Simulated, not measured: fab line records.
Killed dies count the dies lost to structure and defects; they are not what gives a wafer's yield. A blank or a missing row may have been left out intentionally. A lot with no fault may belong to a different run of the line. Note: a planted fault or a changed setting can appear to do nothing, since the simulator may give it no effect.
fab line records	flow gf180mcu
record: lots: 13	wafers: 39	last-day: 34
route steps=602 shown NSD@246 SALICIDE@280 M2@366 V2@384
lots that met no fault: taken from a fault-free run of the same line
start-h: hours from the record's opening day to when the first of the lot's shown wafers began	wait-h: hours from the lot's prior step to this one	" repeats the value in the row above	L1.1+2: one row covering several wafers at once	- value missing, or start not given	* or withheld: withheld	< > ~ a bound
route shown NAME@n: names a module that has steps shown in the file, with the first one's number in the route	usual: the fault-free wafers' mean and standard deviation	same: alike in all rows	chamber/n: place in a boat	sites: per-site readings	_std_site: how widely they spread, as a standard deviation	_edge_site: the outer-site mean with the inner-site mean subtracted	radius-mm: how far each site lies from the wafer's centre	mask NAME#n: copy n	behind: tool/chamber where the wafer was last shaped	hold: why the lot went on hold/how many hours it stayed there/how the hold came to an end	device: the n, p or np transistor that did not switch	end of line: tests of these same wafers at the route's end	for a step that has no rows: nothing shown but its recipe	killed: dies lost to structure and defects at the first sort, not the wafer's yield	map: the dies of a wafer, with x for killed, . for not killed, _ for no die there
set.NAME: the setting as run; set.NAME@STEP: as run at that earlier step	model.NAME: the simulator's own value behind a step, which no gauge read
steps of the route over a sample of lots; a table a step, a row a wafer
services: a tool's chamber out of use, with start hour (start-h, from the record's first day; less than 0 if before it), hours out, and reason
== steps ==
step: GF_NSD_STRIP_11
recipe: chemistry: O2/N2	power-w: 1400	pressure-mtorr: 1500	platen-temp-c: 250	o2-flow-sccm: 3000	n2-flow-sccm: 300	overash-fraction: 0.5
usual: drypump-motor-current-A: 5.7/0.43	heater-power-w: 336/28	oes-product-au: 0.487/0.0044	strip-time-to-endpoint-s: 22.96/0.051
lot.wafer	tool	chamber	start-h	wait-h	drypump-motor-current-A	heater-power-w	oes-product-au	rf-hours-counter-h	strip-time-to-endpoint-s
L254.2	plasma-asher-01	0	308.55	0.1	6.6	324	0.496	52	22.96
L254.4	"	1	"	"	5.1	331	0.489	-	22.95
L254.6	"	1	"	"	5.1	335	0.492	-	22.98
L255.1	plasma-asher-03	0	321.80	0.1	5.6	359	0.492	74	22.92
L255.3	"	0	"	"	5.6	352	0.493	-	22.89
L255.4	"	1	"	"	6.0	386	0.490	-	22.90
L256.3	plasma-asher-02	0	322.14	0.1	5.4	304	0.485	-	22.92
L256.5	"	0	"	"	5.5	305	0.490	-	22.94
L256.6	"	1	"	"	5.7	320	0.487	-	22.88
L257.2	plasma-asher-01	0	329.50	0.1	6.6	327	0.482	54	22.91
L257.3	"	1	"	"	5.1	331	0.485	-	22.98
L257.6	"	1	"	"	5.1	323	0.480	-	22.99
L258.3	plasma-asher-01	1	341.43	0.1	5.2	325	0.488	-	22.96
L258.5	"	1	"	"	5.1	329	0.491	-	22.93
L258.6	"	0	"	"	6.6	321	0.479	-	22.94
L260.1	plasma-asher-03	0	356.39	0.1	5.6	352	0.485	79	22.94
L260.2	"	1	"	"	6.0	372	0.495	79	23.01
L260.3	"	1	"	"	6.0	384	0.480	-	23.02
L261.2	plasma-asher-03	1	362.30	0.1	6.0	385	0.486	79	22.91
L261.3	"	0	"	"	5.6	352	0.490	-	22.88
L261.5	"	0	"	"	5.6	355	0.488	-	22.92
L262.1	plasma-asher-02	1	367.20	0.1	5.7	315	0.495	26	22.87
L262.3	"	0	"	"	5.5	302	0.484	-	22.97
L262.4	"	1	"	"	5.7	311	0.489	-	22.91
L263.1	plasma-asher-03	0	376.34	0.1	5.6	353	0.487	81	22.99
L263.2	"	1	"	"	6.0	381	0.484	81	22.95
L263.6	"	0	"	"	5.6	348	0.487	-	22.95
L273.2	plasma-asher-01	0	460.92	0.1	6.6	315	0.491	68	23.02
L273.3	"	0	"	"	6.6	326	0.484	-	23.01
L273.5	"	0	"	"	6.6	323	0.484	-	22.95
L274.4	plasma-asher-03	0	473.02	0.1	5.6	342	0.493	-	22.97
L274.5	"	1	"	"	6.0	391	0.483	-	22.96
L274.6	"	0	"	"	5.6	349	0.487	-	22.96
L275.1	plasma-asher-02	0	474.80	0.1	5.4	302	0.482	37	23.03
L275.3	"	1	"	"	5.7	311	0.492	-	23.04
L275.4	"	0	"	"	5.4	303	0.485	-	23.00
L276.3	plasma-asher-01	1	480.18	0.1	5.1	334	0.492	-	22.95
L276.5	"	1	"	"	5.1	342	0.493	-	22.92
L276.6	"	0	"	"	6.5	328	0.491	-	23.01
step: GF_SALICIDE_SPUTTER_02
recipe: material: Co	target-thk-nm: 10	power-w: 1000	time-s: 20	chamber-pressure-pa: 0.4
usual: throttle-valve-pct: 29.3/0.88
lot.wafer	tool	chamber	start-h	wait-h	throttle-valve-pct
L254.2	pvd-sputter-04	-	352.35	0.0	30.0
L254.4	"	-	"	"	31.6
L254.6	"	-	"	"	31.5
L255.1	pvd-sputter-02	-	365.24	0.0	28.9
L255.3	"	-	"	"	29.2
L255.4	"	-	"	"	29.6
L256.3	pvd-sputter-02	-	365.64	0.0	28.7
L256.5	"	-	"	"	28.7
L256.6	"	-	"	"	28.5
L257.2	pvd-sputter-03	-	374.20	0.0	30.0
L257.3	"	-	"	"	28.9
L257.6	"	-	"	"	30.4
L258.3	pvd-sputter-02	-	387.13	0.0	28.8
L258.5	"	-	"	"	28.7
L258.6	"	-	"	"	28.3
L260.1	pvd-sputter-03	-	403.59	0.0	29.2
L260.2	"	-	"	"	30.1
L260.3	"	-	"	"	29.8
L261.2	pvd-sputter-02	-	409.58	0.0	29.1
L261.3	"	-	"	"	28.7
L261.5	"	-	"	"	29.4
L262.1	pvd-sputter-02	-	414.80	0.0	28.8
L262.3	"	-	"	"	29.7
L262.4	"	-	"	"	29.0
L263.1	pvd-sputter-02	-	423.67	0.0	28.2
L263.2	"	-	"	"	29.9
L263.6	"	-	"	"	29.2
L273.2	pvd-sputter-04	-	510.11	0.0	28.5
L273.3	"	-	"	"	31.1
L273.5	"	-	"	"	30.2
L274.4	pvd-sputter-04	-	521.57	0.0	29.1
L274.5	"	-	"	"	29.9
L274.6	"	-	"	"	28.4
L275.1	pvd-sputter-04	-	523.14	0.0	28.4
L275.3	"	-	"	"	31.6
L275.4	"	-	"	"	30.1
L276.3	pvd-sputter-02	-	527.96	0.0	28.4
L276.5	"	-	"	"	28.2
L276.6	"	-	"	"	29.2
step: GF_SALICIDE_RS_MEAS_04
recipe: thk-meas-gauge: four-point-probe	reads: TiN_of_SALICIDE_SPUTTER_03+Co_of_SALICIDE_SPUTTER_02
usual: SALICIDE_TIN_RS: 16.54/0.28
lot.wafer	tool	chamber	start-h	wait-h	SALICIDE_TIN_RS[ohm/sq]
L254.2	film-metro-04	-	352.42	0.0	16.08
L254.4	"	-	"	"	16.29
L254.6	"	-	"	"	16.18
L255.1	film-metro-03	-	365.29	0.0	16.76
L255.3	"	-	"	"	16.60
L255.4	"	-	"	"	16.69
L256.3	film-metro-04	-	365.74	0.1	16.74
L256.5	"	-	"	"	16.57
L256.6	"	-	"	"	16.57
L257.2	film-metro-01	-	374.27	0.0	16.14
L257.3	"	-	"	"	16.62
L257.6	"	-	"	"	16.09
L258.3	film-metro-01	-	387.23	0.1	16.72
L258.5	"	-	"	"	16.52
L258.6	"	-	"	"	16.21
L260.1	film-metro-01	-	403.64	0.0	16.26
L260.2	"	-	"	"	16.52
L260.3	"	-	"	"	16.24
L261.2	film-metro-01	-	409.65	0.0	16.50
L261.3	"	-	"	"	16.52
L261.5	"	-	"	"	16.53
L262.1	film-metro-03	-	414.86	0.0	16.52
L262.3	"	-	"	"	16.48
L262.4	"	-	"	"	16.64
L263.1	film-metro-03	-	423.72	0.0	12.63
L263.2	"	-	"	"	16.77
L263.6	"	-	"	"	16.83
L273.2	film-metro-04	-	510.19	0.0	17.07
L273.3	"	-	"	"	17.16
L273.5	"	-	"	"	17.09
L274.4	film-metro-04	-	521.69	0.1	16.69
L274.5	"	-	"	"	16.79
L274.6	"	-	"	"	16.91
L275.1	film-metro-04	-	523.20	0.0	16.51
L275.3	"	-	"	"	16.66
L275.4	"	-	"	"	16.48
L276.3	film-metro-04	-	528.05	0.1	16.56
L276.5	"	-	"	"	16.53
L276.6	"	-	"	"	16.12
step: GF_M2_SPUTTER_04
recipe: material: TiN	target-thk-nm: 50	power-w: 6500	time-s: 41.7	chamber-pressure-pa: 0.4
usual: throttle-valve-pct: 29.2/0.8
lot.wafer	tool	chamber	start-h	wait-h	throttle-valve-pct
L254.2	pvd-sputter-02	-	426.87	0.0	28.8
L254.4	"	-	"	"	28.5
L254.6	"	-	"	"	28.5
L255.1	pvd-sputter-02	-	440.57	0.0	29.1
L255.3	"	-	"	"	28.5
L255.4	"	-	"	"	29.7
L256.3	pvd-sputter-03	-	441.08	0.0	29.2
L256.5	"	-	"	"	30.0
L256.6	"	-	"	"	28.1
L257.2	pvd-sputter-02	-	451.81	0.0	28.2
L257.3	"	-	"	"	29.8
L257.6	"	-	"	"	29.7
L258.3	pvd-sputter-03	-	464.17	0.0	28.4
L258.5	"	-	"	"	30.2
L258.6	"	-	"	"	28.3
L260.1	pvd-sputter-02	-	480.96	0.0	29.0
L260.2	"	-	"	"	28.5
L260.3	"	-	"	"	28.8
L261.2	pvd-sputter-03	-	487.90	0.0	27.7
L261.3	"	-	"	"	30.3
L261.5	"	-	"	"	30.0
L262.1	pvd-sputter-03	-	492.61	0.0	30.1
L262.3	"	-	"	"	28.0
L262.4	"	-	"	"	29.1
L263.1	pvd-sputter-02	-	500.84	0.0	28.9
L263.2	"	-	"	"	28.4
L263.6	"	-	"	"	28.9
L273.2	pvd-sputter-03	-	583.88	0.0	29.9
L273.3	"	-	"	"	30.0
L273.5	"	-	"	"	29.3
L274.4	pvd-sputter-03	-	591.65	0.0	30.0
L274.5	"	-	"	"	30.1
L274.6	"	-	"	"	28.1
L275.1	pvd-sputter-03	-	593.20	0.0	28.1
L275.3	"	-	"	"	30.2
L275.4	"	-	"	"	30.3
L276.3	pvd-sputter-02	-	598.34	0.0	28.4
L276.5	"	-	"	"	28.7
L276.6	"	-	"	"	29.2
step: GF_V2_CVD_02
recipe: material: SiO2	target-thk-nm: 850	precursor: TEOS	temp-c: 400	time-s: 94.851	rf-w: 600
usual: heater-power-w: 706/83
lot.wafer	tool	chamber	start-h	wait-h	heater-power-w
L254.2	pecvd-02	0	452.18	0.0	764
L254.4	"	1	"	"	656
L254.6	"	0	"	"	814
L255.1	pecvd-01	0	465.28	0.1	787
L255.3	"	1	"	"	642
L255.4	"	2	"	"	645
L256.3	pecvd-02	0	466.28	0.0	730
L256.5	"	2	"	"	710
L256.6	"	1	"	"	834
L257.2	pecvd-04	1	475.60	0.0	669
L257.3	"	2	"	"	601
L257.6	"	1	"	"	745
L258.3	pecvd-04	0	489.50	0.1	808
L258.5	"	0	"	"	649
L258.6	"	1	"	"	706
L260.1	pecvd-01	0	505.65	0.1	719
L260.2	"	1	"	"	652
L260.3	"	1	"	"	495
L261.2	pecvd-01	1	512.79	0.0	574
L261.3	"	1	"	"	591
L261.5	"	0	"	"	678
L262.1	pecvd-01	0	516.66	0.1	725
L262.3	"	0	"	"	771
L262.4	"	1	"	"	570
L263.1	pecvd-04	0	524.58	0.1	764
L263.2	"	1	"	"	775
L263.6	"	0	"	"	814
L273.2	pecvd-01	0	606.33	0.0	709
L273.3	"	1	"	"	628
L273.5	"	2	"	"	653
L274.4	pecvd-02	1	613.55	0.1	779
L274.5	"	2	"	"	733
L274.6	"	0	"	"	647
L275.1	pecvd-04	1	615.07	0.1	663
L275.3	"	1	"	"	719
L275.4	"	0	"	"	650
L276.3	pecvd-02	2	620.37	0.0	631
L276.5	"	1	"	"	750
L276.6	"	0	"	"	654
== services ==
tool	chamber	start-h	hours	kind
pecvd-01	-	289.28	0.3	repair
pecvd-04	-	294.27	4.3	pm
pvd-sputter-02	-	321.85	2.3	repair
pvd-sputter-04	-	326.65	2.0	repair
pecvd-01	-	327.25	2.8	pm
pecvd-02	-	334.20	1.0	repair
pvd-sputter-03	-	355.78	16.3	repair
pecvd-01	-	356.63	0.9	repair
pecvd-02	0	362.61	6.1	repair
pecvd-04	-	368.88	14.0	pm
pecvd-01	-	370.66	0.9	repair
pvd-sputter-03	-	409.18	7.5	repair
pecvd-01	-	410.48	4.3	pm
pecvd-04	-	413.76	0.8	repair
pecvd-01	2	414.98	5.0	repair
pvd-sputter-03	-	417.51	1.7	repair
plasma-asher-03	-	421.25	9.0	pm
pvd-sputter-02	-	441.95	4.5	repair
pecvd-02	0	455.68	2.0	repair
pvd-sputter-02	-	460.66	10.0	repair
pvd-sputter-04	-	476.23	8.7	repair
pecvd-01	2	493.21	26.9	repair
pvd-sputter-02	-	526.69	1.0	repair
plasma-asher-01	-	579.04	0.3	repair
== key ==
first-sign: step: GF_SALICIDE_RS_MEAS_04	reading: SALICIDE_TIN_RS	direction: down	sigmas: 14	usual: 16.54	struck: 12.63
effect none on later readings
met-at GF_SALICIDE_SPUTTER_02
struck-lots L263
struck-wafers L263.1
tester-left-out L263
not-acting-at GF_NSD_STRIP_11,GF_M2_SPUTTER_04,GF_V2_CVD_02
onset-between 387.13 423.67
fault: kind: process-parameter-drift	tool: pvd-sputter-02	chamber: -	onset-h: 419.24	steps: GF_SALICIDE_SPUTTER_02	channel: target-thk-nm	offset: 3.4611	shape: step	end-h: 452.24	acts-in: these-recipes-only	stated: 10	scope: struck-wafers-only
tester-left-out: of these lots the tester's yield and bins aren't shown, on N5 and GAA mostly nor the transistor test; their killed dies are dies lost to structure and defects alone, not to doping, threshold or leakage, so they don't give the yield
